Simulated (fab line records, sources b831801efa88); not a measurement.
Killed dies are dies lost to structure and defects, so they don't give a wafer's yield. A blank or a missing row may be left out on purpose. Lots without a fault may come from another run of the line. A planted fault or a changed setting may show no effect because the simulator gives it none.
Which tool did it? | flow gf180mcu | 14 lots, 42 wafers sampled, at 3 steps of a route of 602

WHAT THE GAUGES READ, wafer by wafer
GF_NSD_CD_MEAS_07: target cd 400 nm.
lot  | measured     | on        | cd_nm (nm)
L257 | day 13 11:09 | cd_sem-01 | 400.7 400.5 400.0
L260 | day 14 03:41 | cd_sem-02 | 397.9 400.2 398.7
L259 | day 14 03:45 | cd_sem-01 | 400.3 398.7 398.7
L262 | day 14 20:49 | cd_sem-01 | 402.7 401.9 404.1
L264 | day 15 11:57 | cd_sem-02 | 402.2 401.8 402.6
L265 | day 15 20:49 | cd_sem-02 | 394.5 396.0 399.3
L266 | day 16 11:35 | cd_sem-02 | 399.9 400.9 402.2
L267 | day 16 13:14 | cd_sem-02 | 399.5 399.9 399.0
L268 | day 16 17:09 | cd_sem-02 | 398.1 396.3 397.9
L269 | day 17 06:30 | cd_sem-02 | 399.1 399.0 399.0
L277 | day 20 14:34 | cd_sem-01 | 405.0 401.4 404.8
L279 | day 21 02:27 | cd_sem-01 | 400.3 401.1 399.6
L278 | day 21 04:49 | cd_sem-01 | 401.8 400.1 400.0
L280 | day 21 11:26 | cd_sem-01 | 395.6 397.0 396.6

GF_SALICIDE_RS_MEAS_04: measures by four-point-probe.
lot  | measured     | on            | SALICIDE_TIN_RS (ohm/sq)
L257 | day 15 06:44 | film_metro-04 | 15.8 16.1 15.9
L260 | day 16 00:16 | film_metro-02 | 16.1 16.2 15.9
L259 | day 16 00:24 | film_metro-04 | 15.8 16.1 16.0
L262 | day 16 18:19 | film_metro-02 | 16.3 16.2 16.3
L264 | day 17 09:41 | film_metro-02 | 16.0 16.3 15.9
L265 | day 17 20:07 | film_metro-04 | 16.2 16.2 16.0
L266 | day 18 10:44 | film_metro-02 | 15.8 15.9 16.0
L267 | day 18 13:26 | film_metro-02 | 16.7 16.2 16.1
L268 | day 18 17:31 | film_metro-03 | 22.4 16.6 16.6
L269 | day 19 08:05 | film_metro-02 | 16.9 16.7 23.1
L277 | day 22 13:59 | film_metro-03 | 16.2 16.5 16.2
L279 | day 23 01:11 | film_metro-02 | 16.4 16.1 16.3
L278 | day 23 03:52 | film_metro-02 | 16.5 16.6 16.5
L280 | day 23 10:56 | film_metro-03 | 16.0 16.1 16.3

WHICH TOOL RAN EACH LOT (tool, then ch and the chambers of the sampled wafers, then the start)
lot  | GF_SALICIDE_SPUTTER_02
L257 | pvd_sputter-01, day 15 06:40
L260 | pvd_sputter-04, day 16 00:12
L259 | pvd_sputter-03, day 16 00:19
L262 | pvd_sputter-03, day 16 18:14
L264 | pvd_sputter-03, day 17 09:37
L265 | pvd_sputter-01, day 17 20:02
L266 | pvd_sputter-01, day 18 10:41
L267 | pvd_sputter-03, day 18 13:20
L268 | pvd_sputter-01, day 18 17:28
L269 | pvd_sputter-01, day 19 08:01
L277 | pvd_sputter-01, day 22 13:56
L279 | pvd_sputter-04, day 23 01:07
L278 | pvd_sputter-03, day 23 03:49
L280 | pvd_sputter-03, day 23 10:53
- GF_SALICIDE_SPUTTER_02: material Co, target thk 10 nm, time 20 s.

WHAT THE TOOLS THEMSELVES READ (means of the sampled wafers that have a number; where no wafer has one, the mark that the record gives instead)
GF_SALICIDE_SPUTTER_02.
lot  | tool           | throttle_valve_pct (%)
L257 | pvd_sputter-01 | 30.9
L260 | pvd_sputter-04 | 28.0
L259 | pvd_sputter-03 | 30.9
L262 | pvd_sputter-03 | 30.2
L264 | pvd_sputter-03 | 30.0
L265 | pvd_sputter-01 | 30.1
L266 | pvd_sputter-01 | 29.3
L267 | pvd_sputter-03 | 30.6
L268 | pvd_sputter-01 | 29.4
L269 | pvd_sputter-01 | 30.1
L277 | pvd_sputter-01 | 30.2
L279 | pvd_sputter-04 | 28.8
L278 | pvd_sputter-03 | 30.8
L280 | pvd_sputter-03 | 30.4

THE ANSWER, worked out from the rows above alone
Rule: what is usual is taken from the lots themselves. Put in order of their means at a reading, lots are off if they are a third of the lots or fewer, leave a main group of 4 or more, and stand apart from it by a gap of 3 or more times the standard deviation of the main group's means; of several such gaps the widest counts. A main group whose means are all the same, to the digits that the tables above print for the reading, isn't used. A lot without any number at a reading at which 4 lots or more have one is off too. The other lots that the step has rows for count as sound. The gauges are gone through in route order, then the tools' own readings, and for those a lot's mean is taken as printed above. The first step at which some lot is off is used, and at that step the reading that is off furthest; a lot without a number counts as furthest.
Off: L268, L269, at GF_SALICIDE_RS_MEAS_04 (SALICIDE_TIN_RS). The main group: mean 16.2 ohm/sq, standard deviation 0.18.
A tool fits if, at a process step before that reading, it ran every lot that is off, and no sound lot after the first of them. The gauges at GF_SALICIDE_RS_MEAS_04 are tried like those tools. None of those tried fits.

WHAT THE SIMULATOR HAD PUT IN
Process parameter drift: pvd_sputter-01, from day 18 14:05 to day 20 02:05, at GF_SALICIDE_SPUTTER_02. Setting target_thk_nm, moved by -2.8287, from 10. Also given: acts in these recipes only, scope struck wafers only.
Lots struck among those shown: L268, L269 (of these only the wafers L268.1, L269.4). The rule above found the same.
